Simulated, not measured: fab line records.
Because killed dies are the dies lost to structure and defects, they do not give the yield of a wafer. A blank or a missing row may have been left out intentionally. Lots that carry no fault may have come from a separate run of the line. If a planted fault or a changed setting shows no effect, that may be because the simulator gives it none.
Chamber matching	flow gf180mcu	GF_V4_CMP_04 on cmp-02 has 4 sister chambers
The step polishes SiO2. 16 wafers are shown with their chamber, then 8 later ones without.

## WAFERS WITH THEIR CHAMBER
wafer	chamber	motor current A (A)	time to endpoint s (s)	head pressure psi (psi)
L957.2	2	13.3	85	3.988
L957.4	3	11.8	86	4.006
L957.6	0	10.8	90	4.000
L967.2	1	13.3	80	3.992
L967.3	3	13.2	87	3.992
L967.5	2	13.4	84	4.004
L970.2	1	12.7	82	4.010
L970.5	3	11.7	81	3.991
L970.6	2	12.5	92	3.984
L969.1	3	11.8	81	3.998
L969.5	0	10.4	91	3.986
L969.6	3	11.1	85	4.002
L971.1	2	12.7	84	4.006
L971.5	2	13.1	85	4.015
L971.6	1	12.2	74	3.994
L973.4	1	12.7	88	3.994

SIGNATURES (means of the wafers above)
reading	chamber 0	chamber 1	chamber 2	chamber 3	scatter within a chamber
motor current A	10.600	12.725	13.000	11.920	0.553
time to endpoint s	90.50	81.00	86.00	84.00	3.86
head pressure psi	3.99300	3.99750	3.99940	3.99780	0.00979
Rule: for each reading, subtract the chamber's mean from the wafer's reading, divide by that reading's scatter and square the result; add these up over the readings and take the root, which gives the wafer's distance from the chamber. If the next closest chamber is less than 2 further off than the closest, the wafer can't be placed; otherwise it belongs to the closest. The scatter is the square root of a quotient: the sum, over the shown wafers, of each reading's squared deviation from its chamber's mean, divided by wafers minus chambers.

## WAFERS MISSING THEIR CHAMBER
wafer	motor current A (A)	time to endpoint s (s)	head pressure psi (psi)
L973.5	12.2	95	4.006
L973.6	10.4	87	4.008
L977.1	12.3	81	3.995
L977.2	12.3	87	3.986
L977.3	10.2	86	3.985
L979.2	12.6	82	3.999
L979.3	12.7	93	4.006
L979.5	11.5	94	3.999

## EACH ONE'S CHAMBER
wafer	from the rows above	in truth
L973.5	can't be placed: 2 or 3 or 0 or 1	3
L973.6	can't be placed: 0 or 3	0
L977.1	can't be placed: 1 or 3 or 2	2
L977.2	can't be placed: 3 or 2 or 1 or 0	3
L977.3	can't be placed: 0 or 3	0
L979.2	can't be placed: 1 or 2 or 3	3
L979.3	can't be placed: 2 or 3 or 1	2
L979.5	can't be placed: 0 or 3 or 2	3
Placed correctly: 0 of 8. Unplaceable from these rows: 8, with the true chamber sitting among the candidates in 8. Wrongly placed: 0.
